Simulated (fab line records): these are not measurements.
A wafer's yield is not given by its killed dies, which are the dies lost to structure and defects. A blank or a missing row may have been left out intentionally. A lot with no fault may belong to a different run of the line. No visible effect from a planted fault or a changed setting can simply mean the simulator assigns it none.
Struck lot and sound lot, side by side || flow sfq_line || 20 out of 325 route steps
Sound: these wafers, L661.3, L661.4, L661.6. The struck wafers were L679.1, L679.3, L679.5. Last of all comes the cause.
Order at every step that has rows: each side's tool, ch and its chambers, its first start. Under that, the readings that differ: sound wafers || struck wafers || difference of the means || sigmas: that difference in standard deviations of wafers without a fault.
alike: words and numbers the same on both sides, and readings whose means are apart by under 2 such deviations; not compared: readings that were withheld, readings missing a value for some wafer, numbers with overlapping values and no deviation given by the record, and bounds like >300 which may hide the same value.
A row with sigmas, a row that says differs or no value, or rows on one side alone: a step with any of these is where the two part. Numbers that don't overlap but have no deviation are shown without sigmas and don't part them. A reading missing from all wafers of one side parts the sides only when that side holds two or more wafers.

first, 3 steps without rows for these wafers: SFQ_TRILAYER_I1_VIA_LITHO_EXPOSE_050 (exposes mask I1, target cd 500 nm); SFQ_TRILAYER_I1_VIA_LITHO_PEB_052 (peb time 60 s); SFQ_TRILAYER_I1_VIA_LITHO_DEVELOP_051 (time 60 s).
SFQ_I1_OVL_MEAS_913:
  struck on overlay-01, day 34 05:54; sound on overlay-02, day 25 13:31
  alike: I1_OVL
SFQ_TRILAYER_I1_VIA_BARC_OPEN_VIA_ETCH_071: etches BARC in O2, target depth 125 nm, time 41.7 s.
  sound on rie_diel-04 ch 1,3, day 25 13:32; struck on rie_diel-02 ch 2,3, day 34 05:56
  alike: chamber_pressure_mTorr, drypump_motor_current_A, oes_product_au, rf_fwd_power_W
  not compared: rf_hours_counter_h
SFQ_TRILAYER_I1_VIA_ETCH_VIA_ETCH_052: etches SiO2 in CHF3, stops on Nb, target depth 260 nm.
  sound on rie_diel-04 ch 1,3, day 25 13:35; struck on rie_diel-02 ch 2,3, day 34 05:59
  alike: chamber_pressure_mTorr, drypump_motor_current_A, oes_product_au, rf_fwd_power_W
SFQ_TRILAYER_I1_VIA_STRIP_STRIP_053: strips in O2.
  sound on rie_metal-01 ch 1, day 25 14:05; struck on rie_metal-02 ch 0,1, day 34 06:05
  alike: chamber_pressure_mTorr, drypump_motor_current_A, he_backside_leak_sccm, oes_product_au
  not compared: rf_hours_counter_h
then, 2 steps without rows for these wafers: SFQ_TRILAYER_I1_VIA_STRIP_SOLV_CLEAN_054 (cleans in NMP, time 600 s); SFQ_TRILAYER_M2_DEP_PRE_CLEAN_056 (time 22.5 s).
SFQ_TRILAYER_M2_DEP_SPUTTER_055: material Nb, target thk 200 nm, time 133.3 s.
  struck on pvd_sputter-06, day 34 06:55; sound on pvd_sputter-05, day 25 15:05
  alike: resputter_cathode_voltage_v, throttle_valve_pct
SFQ_M2_RS_MEAS_914: uses a four-point probe to measure.
  struck on film_metro-02, day 34 07:00; sound on film_metro-02, day 25 15:13
  alike: M2_NB_RS
SFQ_TRILAYER_M2_LITHO_COAT_062: resist thk 62 nm.
  sound on litho_track-01 ch 0, day 25 15:28; struck on litho_track-03 ch 0, day 34 07:11
{"reading": "dispense_pressure_kPa (kPa)", "sound": "47 47 47", "struck": "53 53 53", "difference": "+6", "sigmas": "+2"}
{"reading": "spin_speed_rpm (rpm)", "sound": "3000.3 2999.7 2999.5", "struck": "3189.7 3189.6 3187.6", "difference": "+189.1", "sigmas": "+99 or more"}
{"reading": "model.BARC_of_TRILAYER_M2_LITHO_COAT_062.thk_nm (nm)", "sound": "62.22 62.1 62.23", "struck": "59.79 60 60.16", "difference": -2.20, "sigmas": ""}
  alike: exhaust_pa
then, 5 steps without rows for these wafers: SFQ_TRILAYER_M2_LITHO_COAT_057 (resist thk 600 nm); SFQ_TRILAYER_M2_LITHO_SOFTBAKE_061; SFQ_TRILAYER_M2_LITHO_EXPOSE_058 (exposes mask M2, target cd 500 nm); SFQ_TRILAYER_M2_LITHO_PEB_060 (peb time 60 s); SFQ_TRILAYER_M2_LITHO_DEVELOP_059 (time 60 s).
-- the record jumps here: 6 days lie between the struck wafers' starts before and after --
SFQ_M2_OVL_MEAS_916:
  struck on overlay-01, day 39 22:14; sound on overlay-01, day 32 05:02
  alike: M2_OVL
SFQ_TRILAYER_M2_BARC_OPEN_METAL_ETCH_077: etches BARC in O2, target depth 125 nm, time 41.7 s.
  sound on rie_metal-01 ch 0,1, day 32 05:05; struck on rie_metal-02 ch 1, day 39 22:17
{"reading": "oes_product_au (a.u.)", "sound": "0.692 0.688 0.689", "struck": "0.667 0.668 0.674", "difference": -0.020, "sigmas": -4}
{"reading": "model.etch.depth_nm (nm)", "sound": "62.22 62.1 62.23", "struck": "59.79 60 60.16", "difference": -2.20, "sigmas": ""}
  alike: chamber_pressure_mTorr, drypump_motor_current_A, he_backside_leak_sccm, rf_fwd_power_W
  not compared: rf_hours_counter_h
SFQ_TRILAYER_M2_ETCH_METAL_ETCH_060: etches Nb in Cl2/Ar, stops on SiO2, target depth 240 nm, time 120 s.
  sound on rie_metal-01 ch 0,1, day 32 05:10; struck on rie_metal-02 ch 1, day 39 22:20
  alike: chamber_pressure_mTorr, drypump_motor_current_A, he_backside_leak_sccm, oes_product_au, rf_fwd_power_W
  not compared: rf_hours_counter_h

== WHERE THEY PART ==
Last at SFQ_TRILAYER_M2_BARC_OPEN_METAL_ETCH_077 as far as this record goes, first at SFQ_TRILAYER_M2_LITHO_COAT_062. Later steps at which nothing parts them and some readings are alike: SFQ_TRILAYER_M2_ETCH_METAL_ETCH_060.

WHY: what the simulator had put in
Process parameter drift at SFQ_TRILAYER_M2_LITHO_COAT_062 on litho_track-03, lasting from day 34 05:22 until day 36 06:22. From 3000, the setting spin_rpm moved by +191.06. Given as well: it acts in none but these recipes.
